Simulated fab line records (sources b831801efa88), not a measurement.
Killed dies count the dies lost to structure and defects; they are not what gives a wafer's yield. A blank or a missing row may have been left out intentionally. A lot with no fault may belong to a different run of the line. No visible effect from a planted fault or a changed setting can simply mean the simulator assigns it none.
Which tool is to blame? -- flow sfq_line -- 15 lots, 45 wafers sampled, at 3 steps of a route of 325

## WHAT EACH GAUGE READ, for each wafer
The record lacks any reading of a measuring or inspecting step that a usual standard deviation could be used to judge.

## WHAT TOOL EACH LOT RAN ON (gives the tool, then ch and the chambers of the sampled wafers, and finally the start)
lot,SFQ_TRILAYER_I1_CMP_CMP_046,SFQ_TRILAYER_I1_METRO_MEASURE_047,SFQ_TRILAYER_I1_VIA_ETCH_VIA_ETCH_052
L449,"cmp-01 ch 0,1,3, day 22 04:59","film_metro-04, day 22 07:49","rie_diel-03 ch 1,3, day 28 18:59"
L450,"cmp-02 ch 0,2,3, day 22 11:16","film_metro-01, day 22 13:35","rie_diel-01 ch 0,1, day 29 00:59"
L451,"cmp-02 ch 1,2,3, day 22 19:05","film_metro-02, day 22 21:18","rie_diel-03 ch 1,2,3, day 29 09:35"
L452,"cmp-02 ch 0,1,2, day 23 10:58","film_metro-01, day 23 14:05","rie_diel-01 ch 0,1,2, day 30 01:02"
L453,"cmp-01 ch 0,2,3, day 25 00:40","film_metro-01, day 25 03:47","rie_diel-01 ch 1,2,3, day 31 02:31"
L455,"cmp-01 ch 0,3, day 25 18:50","film_metro-01, day 25 21:57","rie_diel-01 ch 0,1,3, day 31 12:07"
L457,"cmp-01 ch 0,2, day 26 20:39","film_metro-02, day 26 23:28","rie_diel-03 ch 0,2,3, day 32 11:30"
L460,"cmp-01 ch 0,2,3, day 27 02:09","film_metro-04, day 27 05:16","rie_diel-01 ch 1,2,3, day 32 17:30"
L461,"cmp-02 ch 0,1,2, day 27 03:21","film_metro-01, day 27 06:28","rie_diel-03 ch 0,1,2, day 32 18:42"
L462,"cmp-01 ch 0,2, day 27 05:39","film_metro-02, day 27 08:28","rie_diel-01 ch 0,2,3, day 32 21:06"
L463,"cmp-01 ch 0,2,3, day 27 08:39","film_metro-02, day 27 11:40","rie_diel-04 ch 1,2,3, day 33 00:42"
L465,"cmp-01 ch 0,2,3, day 27 11:09","film_metro-02, day 27 14:28","rie_diel-04 ch 1,2,3, day 33 03:06"
L467,"cmp-01 ch 0,2,3, day 27 14:39","film_metro-02, day 27 17:28","rie_diel-01 ch 1,2,3, day 33 07:13"
L468,"cmp-02 ch 0,2,3, day 27 15:51","film_metro-01, day 27 18:28","rie_diel-04 ch 0,1,3, day 33 08:25"
L470,"cmp-02 ch 1,2,3, day 27 21:21","film_metro-04, day 28 00:28","rie_diel-01 ch 1,2,3, day 33 13:13"
- SFQ_TRILAYER_I1_CMP_CMP_046: polishes SiO2.
- SFQ_TRILAYER_I1_METRO_MEASURE_047
- SFQ_TRILAYER_I1_VIA_ETCH_VIA_ETCH_052: etches SiO2 in CHF3, stops on Nb, target depth 260 nm.

## WHAT THE TOOLS THEMSELVES READ (means of the sampled wafers that have a number; where no wafer has one, the mark that the record gives instead)
SFQ_TRILAYER_I1_CMP_CMP_046. Usual: motor_current_A 10.4 A, standard deviation 1.3; time_to_endpoint_s 217 s, standard deviation 6.7.
lot,tool,motor_current_A (A),time_to_endpoint_s (s),flag
L449,cmp-01,10.3,217,
L450,cmp-02,11.1,208,
L451,cmp-02,9.6,218,
L452,cmp-02,10.4,217,
L453,cmp-01,10.0,222,
L455,cmp-01,10.4,221,
L457,cmp-01,11.3,207,
L460,cmp-01,10.4,216,
L461,cmp-02,11.1,212,
L462,cmp-01,11.1,227,
L463,cmp-01,10.6,211,
L465,cmp-01,10.4,213,
L467,cmp-01,10.2,214,
L468,cmp-02,11.0,219,
L470,cmp-02,9.5,212,

SFQ_TRILAYER_I1_METRO_MEASURE_047. Usual: 200.4 nm for thk_nm, sd 0.89.
lot,tool,thk_nm (nm),flag
L449,film_metro-04,200.3,
L450,film_metro-01,199.1,
L451,film_metro-02,199.6,
L452,film_metro-01,199.4,
L453,film_metro-01,201.0,
L455,film_metro-01,199.2,
L457,film_metro-02,200.0,
L460,film_metro-04,200.9,
L461,film_metro-01,201.1,
L462,film_metro-02,200.0,
L463,film_metro-02,210.5,OFF
L465,film_metro-02,209.7,OFF
L467,film_metro-02,206.1,OFF
L468,film_metro-01,200.3,
L470,film_metro-04,200.3,

SFQ_TRILAYER_I1_VIA_ETCH_VIA_ETCH_052. Usual: drypump_motor_current_A 5.8 A, standard deviation 0.5; oes_product_au 0.856 a.u., standard deviation 0.005.
lot,tool,drypump_motor_current_A (A),oes_product_au (a.u.),flag
L449,rie_diel-03,5.2,0.853,
L450,rie_diel-01,6.1,0.852,
L451,rie_diel-03,5.6,0.856,
L452,rie_diel-01,5.7,0.848,
L453,rie_diel-01,6.0,0.859,
L455,rie_diel-01,6.2,0.854,
L457,rie_diel-03,5.6,0.854,
L460,rie_diel-01,6.0,0.856,
L461,rie_diel-03,5.9,0.854,
L462,rie_diel-01,5.8,0.855,
L463,rie_diel-04,5.7,0.882,OFF
L465,rie_diel-04,5.8,0.876,OFF
L467,rie_diel-01,6.0,0.868,
L468,rie_diel-04,6.0,0.856,
L470,rie_diel-01,6.0,0.861,

## THE ANSWER, worked out from the rows above alone
Rule: a lot counts as off when the mean over its wafers that have a number is more than 3 standard deviations away from the usual mean. A lot without any number at a reading at which 4 lots or more have one is off too. Where the step has rows for the other lots, those lots are counted as sound. After the gauges, taken in route order, come the tools' own readings; for these a lot's mean is taken, as printed above. The first step at which some lot is off is used, and at that step the reading that is off furthest; a lot without a number counts as furthest.
Off at SFQ_TRILAYER_I1_METRO_MEASURE_047 (thk_nm): L463, L465, L467.
A tool fits if, at that step or a process step before it, it ran every lot that is off, and no sound lot after the first of them. Undecided on this evidence; 2 tools fit (cmp-01 at SFQ_TRILAYER_I1_CMP_CMP_046, film_metro-02 at SFQ_TRILAYER_I1_METRO_MEASURE_047).

## WHAT THE SIMULATOR PUT IN
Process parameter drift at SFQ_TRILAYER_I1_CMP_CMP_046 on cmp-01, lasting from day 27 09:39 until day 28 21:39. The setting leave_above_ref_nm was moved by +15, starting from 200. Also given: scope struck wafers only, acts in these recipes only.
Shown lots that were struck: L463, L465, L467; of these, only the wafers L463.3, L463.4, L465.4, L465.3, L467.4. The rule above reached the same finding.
